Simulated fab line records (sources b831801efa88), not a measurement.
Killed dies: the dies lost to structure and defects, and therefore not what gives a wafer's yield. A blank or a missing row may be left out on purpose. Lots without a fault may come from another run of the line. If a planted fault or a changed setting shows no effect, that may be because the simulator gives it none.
fab line records	flow sfq-line
record: lots: 14	wafers: 41	last-day: 91
route steps=325 shown A5B@210
lots that met no fault: taken from a fault-free run of the same line
start-h: hours from the record's opening day to when the first of the lot's shown wafers began	wait-h: how many hours have passed since the lot's step before this one	" unchanged from the row above	L1.1+2: a single row standing in for several wafers	- value missing, or start not given	* or withheld: withheld	< > ~ a bound
route shown NAME@n: a module of which the file shows steps, and the number in the route of the first	usual: average and standard deviation across the fault-free wafers	same: alike in all rows	chamber/n: place in a boat	sites: readings site by site	_std_site: their standard deviation	_edge_site: the outer-site mean with the inner-site mean subtracted	radius-mm: for every site, how far away it sits from the centre of the wafer	mask NAME#n: copy n	behind: the tool/chamber that last shaped the wafer	hold: what put the lot on hold/how long, in hours/how the hold closed	device: whichever transistor did not switch (one of n, p or np)	end of line: tests of these same wafers at the route's end	where a step has no rows: the recipe by itself	killed: count of dies lost to structure and defects at first sort (not the wafer's yield)	map: the dies of a wafer, with x for killed, . for not killed, _ for no die there
set.NAME: setting as actually run; set.NAME@STEP: the setting as run at that earlier step	model.NAME: the simulator's own value behind a step, which no gauge read
one table for each step of the route and one row for each wafer, over a sample of lots
services: the hour from which a tool's chamber was out of use, counted from the record's first day as start-h (under 0 if before that day), plus the number of hours and why
== steps ==
step: SFQ_TRILAYER_A5B_CMP_CMP_130
recipe: stop-on: Nb	down-force-psi: 3	platen-rpm: 60	target-thk-nm: 340.7
usual: motor-current-A: 10.7/1.1	platen-rpm: 60.00/0.046
lot.wafer	tool	chamber	start-h	wait-h	motor-current-A	platen-rpm
L612.2	cmp-02	1	1359.52	2.3	10.0	60.03
L612.4	"	2	"	"	10.7	59.94
L612.5	"	0	1361.02	3.7	11.3	60.01
L613.3	cmp-01	2	1367.03	2.6	9.2	60.05
L613.5	"	2	1369.03	4.5	8.5	60.08
L613.6	"	3	"	"	12.9	60.00
L614.1	cmp-02	0	1368.52	1.7	10.9	60.10
L614.4	"	2	1369.52	2.6	10.6	59.97
L614.6	"	3	"	"	11.1	59.99
L615.4	cmp-01	0	1370.53	2.4	12.0	59.99
L615.6	"	3	1372.03	3.9	12.4	60.01
L615.5	"	0	"	"	12.0	59.98
L616.4	cmp-01	2	1373.03	2.5	8.9	60.04
L616.1	"	0	1374.10	3.7	12.2	60.02
L616.6	"	2	1375.18	4.7	9.0	59.99
L618.2	cmp-01	3	1386.26	6.2	12.2	60.02
L618.4	"	0	"	"	12.0	60.00
L618.6	"	1	"	"	9.5	60.02
L619.3	cmp-01	3	1391.26	7.6	12.0	59.95
L619.4	"	0	"	"	11.9	59.96
L619.6	"	3	1393.26	9.6	12.1	59.97
L620.2	cmp-02	0	1392.02	4.8	11.2	60.03
L620.1	"	1	"	"	10.1	59.96
L620.6	"	1	1394.52	7.2	9.4	60.00
L621.2	cmp-01	0	1413.00	0.5	12.1	59.98
L621.3	"	2	1414.00	1.5	8.6	59.96
L621.5	"	0	1415.00	2.5	11.5	59.92
L622.1	cmp-02	0	1437.23	0.0	11.6	59.98
L622.4	"	1	"	"	9.5	59.98
L622.2	"	3	1438.73	1.5	11.5	60.00
L623.4	cmp-01	3	1440.63	1.0	12.2	60.06
L623.2	"	0	"	"	11.9	60.02
L623.6	"	2	1442.13	2.5	9.1	60.05
L626.2	cmp-01	3	1450.35	1.0	12.0	54.06
L626.5	"	1	1451.35	2.0	9.5	53.95
L628.4	cmp-01	0	1459.08	0.0	11.9	54.00
L628.3	"	2	1460.08	1.0	8.6	54.03
L628.6	"	0	1461.08	2.0	11.7	53.98
L635.3	cmp-02	3	1516.38	0.0	11.3	60.07
L635.2	"	1	1517.38	1.0	10.2	60.04
L635.5	"	0	1518.88	2.5	11.1	59.99
== services ==
tool	chamber	start-h	hours	kind
cmp-02	-	1386.26	1.4	repair
cmp-02	-	1410.07	5.9	pm
cmp-02	-	1416.07	0.6	repair
cmp-02	-	1429.46	4.0	pm
cmp-02	-	1433.46	-	consumable-replace:conditioner
cmp-02	-	1433.46	-	consumable-replace:pad
== key ==
first-sign: step: SFQ_TRILAYER_A5B_CMP_CMP_130	reading: platen-rpm	direction: down	sigmas: 99+	usual: 60.00	struck: 54.00
effect none on later readings
met-at SFQ_TRILAYER_A5B_CMP_CMP_130
struck-lots L626,L628
onset-between 1440.63 1450.35
fault: kind: process-parameter-drift	tool: cmp-01	chamber: -	onset-h: 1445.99	steps: SFQ_TRILAYER_A5B_CMP_CMP_130	channel: platen-rpm	offset: -6	shape: step	end-h: 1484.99	acts-in: these-recipes-only	stated: 60
